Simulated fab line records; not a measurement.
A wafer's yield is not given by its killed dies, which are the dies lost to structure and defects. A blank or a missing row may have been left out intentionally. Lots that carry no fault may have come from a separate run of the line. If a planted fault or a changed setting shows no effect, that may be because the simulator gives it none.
Which of the tools did it? ; flow sky130 ; 18 wafers from 6 lots sampled at 2 of the route's 708 steps

WHAT THE GAUGES READ, wafer by wafer
SKY_CAP2M_OVL_MEAS_12.
lot;measured;on;CAP2M_OVL (nm)
L192;day 41 23:11;overlay-01;3.3 2.2 2.3
L195;day 42 21:07;overlay-02;-0.3 1.1 1.2
L198;day 43 10:50;overlay-02;0.4 1.3 -0.3
L202;day 44 14:23;overlay-01;0.6 1.3 1.9
L208;day 46 02:28;overlay-02;1.5 3.2 2.8
L213;day 46 21:17;overlay-01;-0.4 -0.9 -1.4

TOOL THAT RAN EACH LOT (tool first, then ch and the chambers of the sampled wafers, then the start)
lot;SKY_VIA3_ETCH_14
L192;rieDiel-02 ch 0,2,3, day 40 22:22
L195;rieDiel-02 ch 0,2, day 41 19:50
L198;rieDiel-02 ch 0,2,3, day 42 10:34
L202;rieDiel-03 ch 0,2,3, day 43 13:59
L208;rieDiel-02 ch 1,2, day 45 04:02
L213;rieDiel-02 ch 0,3, day 45 23:19
- SKY_VIA3_ETCH_14: etches BARC in N2/H2, stops on SiO2, time 45.9 s, target depth 60 nm.

THE ANSWER, worked out from the rows above alone
Rule: what is usual is taken from the lots themselves. Put in order of their means at a reading, lots are off if they are a third of the lots or fewer, leave a main group of 4 or more, and stand apart from it by a gap of 3 or more times the standard deviation of the main group's means; of several such gaps the widest counts. A main group is skipped when, at the precision printed for the reading in the tables above, its means are all equal. A lot without any number at a reading at which 4 lots or more have one is off too. The other lots that the step has rows for count as sound.
Nothing can be told from this: no lot is off at any reading shown.

WHAT WAS PUT IN BY THE SIMULATOR
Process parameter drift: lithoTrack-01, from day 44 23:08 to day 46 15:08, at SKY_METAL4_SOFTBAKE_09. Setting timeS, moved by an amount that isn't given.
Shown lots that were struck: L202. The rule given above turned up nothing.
